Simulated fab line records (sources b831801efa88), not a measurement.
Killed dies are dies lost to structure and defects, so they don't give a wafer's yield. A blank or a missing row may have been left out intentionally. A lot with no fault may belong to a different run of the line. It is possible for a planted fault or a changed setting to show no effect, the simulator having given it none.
Matching of chambers -- flow gf180mcu -- 4 sister chambers for GF_V2_CMP_26 on cmp-01
The step polishes, stops on SiO2, t overpolish 15 s, target thk 0 nm. 20 wafers are shown with their chamber, then 10 later ones without.

EACH WAFER AND ITS CHAMBER
wafer,chamber,motorCurrentA (A),overpolishRunS (s),timeToEndpointS (s)
L732.1,0,9.9,14.995,88
L732.5,0,10.1,15.009,86
L732.6,3,10.3,15.002,85
L733.1,0,10.4,14.999,85
L733.3,2,11.5,15.004,86
L733.5,3,10.5,15.006,83
L736.2,1,11.3,15.015,86
L736.5,2,12.2,14.996,87
L736.6,3,9.7,15.001,86
L741.4,2,12.3,14.996,80
L741.5,2,12.1,14.998,81
L741.6,3,10.4,14.992,86
L742.1,1,10.9,15.006,82
L742.4,3,10.9,15.012,82
L742.5,2,11.6,14.997,86
L744.4,3,10.2,15.019,88
L744.5,2,12.5,15.005,87
L744.6,3,10.1,15.000,84
L745.1,3,9.9,14.997,91
L745.3,0,10.1,15.009,90

SIGNATURES (means of the wafers above)
reading,chamber 0,chamber 1,chamber 2,chamber 3,scatter within a chamber
motorCurrentA,10.125,11.100,12.033,10.250,0.35
overpolishRunS,15.00300,15.01050,14.99933,15.00362,0.00703
timeToEndpointS,87.25,84.00,84.50,85.62,2.85
Rule: a wafer's distance from a chamber is the root of the sum, over the readings, of the square of ((its reading less the chamber's mean) divided by the reading's scatter). The wafer belongs to the nearest chamber; if the next one is less than 2 further off, it can't be placed. The scatter: take each reading less its chamber's mean, square it, sum over the shown wafers, divide by the number of wafers less the number of chambers, and take the root.

WAFERS WITHOUT THEIR CHAMBER
wafer,motorCurrentA (A),overpolishRunS (s),timeToEndpointS (s)
L745.4,12.3,14.991,89
L746.1,10.3,15.002,86
L746.3,10.9,14.994,83
L746.4,10.7,15.000,83
L748.4,10.7,15.004,83
L748.5,11.7,15.007,89
L748.6,11.7,15.010,85
L753.1,10.5,15.000,82
L753.2,10.0,15.009,84
L753.3,12.3,15.020,82

EACH ONE'S CHAMBER
wafer,from the rows above,in truth
L745.4,2,2
L746.1,can't be placed: 3 or 0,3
L746.3,can't be placed: 1 or 3 or 0 or 2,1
L746.4,can't be placed: 3 or 1 or 0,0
L748.4,can't be placed: 1 or 3 or 0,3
L748.5,can't be placed: 2 or 1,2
L748.6,can't be placed: 1 or 2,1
L753.1,can't be placed: 3 or 0 or 1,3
L753.2,can't be placed: 3 or 0 or 1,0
L753.3,can't be placed: 2 or 1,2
Correct placement for 1 of the 10. Cannot be placed on the basis of these rows: 9; the candidates contain the true chamber in 9. 0 placed wrongly.
